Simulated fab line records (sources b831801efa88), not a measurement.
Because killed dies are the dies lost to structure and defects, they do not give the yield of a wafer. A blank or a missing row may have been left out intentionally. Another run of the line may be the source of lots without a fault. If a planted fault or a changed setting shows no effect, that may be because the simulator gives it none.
Matching of chambers -- flow sky130 -- SKY_CONTACT_ETCH_17 on rie_diel-02 has 4 sister chambers
The step etches SiO2 in C4F8/O2/Ar, stops on Si3N4, target depth 340 nm. 8 wafers are shown with their chamber, then 10 later ones without.

== WAFERS, EACH WITH ITS CHAMBER ==
wafer,chamber,bias_w (W),oes_product_au (a.u.)
L079.4,1,1201,0.901
L080.4,0,1202,0.900
L080.5,0,1200,0.906
L081.3,3,1201,0.894
L081.5,2,1200,0.900
L081.6,1,1200,0.891
L087.1,2,1205,0.895
L087.4,3,1202,0.898

== WAFERS MISSING THEIR CHAMBER ==
wafer,bias_w (W),oes_product_au (a.u.)
L087.6,1206,0.903
L090.3,1202,0.900
L090.4,1200,0.900
L090.5,1198,0.908
L092.3,1201,0.897
L092.5,1200,0.893
L092.6,1198,0.891
L097.1,1198,0.901
L097.4,1194,0.895
L097.5,1194,0.907

== CHAMBER TAKEN BY EACH ==
wafer,from the rows above,in truth
L087.6,can't be placed: 2 or 0 or 3 or 1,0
L090.3,can't be placed: 2 or 0 or 3 or 1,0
L090.4,can't be placed: 0 or 1 or 3 or 2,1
L090.5,can't be placed: 0 or 1 or 3 or 2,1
L092.3,can't be placed: 1 or 3 or 2 or 0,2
L092.5,can't be placed: 1 or 3 or 2 or 0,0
L092.6,can't be placed: 1 or 3 or 2 or 0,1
L097.1,can't be placed: 0 or 1 or 3 or 2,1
L097.4,can't be placed: 1 or 3 or 0 or 2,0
L097.5,can't be placed: 0 or 1 or 3 or 2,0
Correctly placed: 0 of 10. Unplaceable from these rows: 10, with the true chamber sitting among the candidates in 10. Placed wrongly: 0.
How it was worked out, from the rows above alone: a wafer's distance from a chamber is the root of the sum, over the readings, of the square of ((its reading less the chamber's mean) divided by the reading's scatter). If the next closest chamber is less than 2 further off than the closest, the wafer can't be placed; otherwise it belongs to the closest. For every chamber, the mean is computed from those of its wafers that are shown. The scatter: take each reading less its chamber's mean, square it, sum over the shown wafers, divide by the number of wafers less the number of chambers, and take the root.
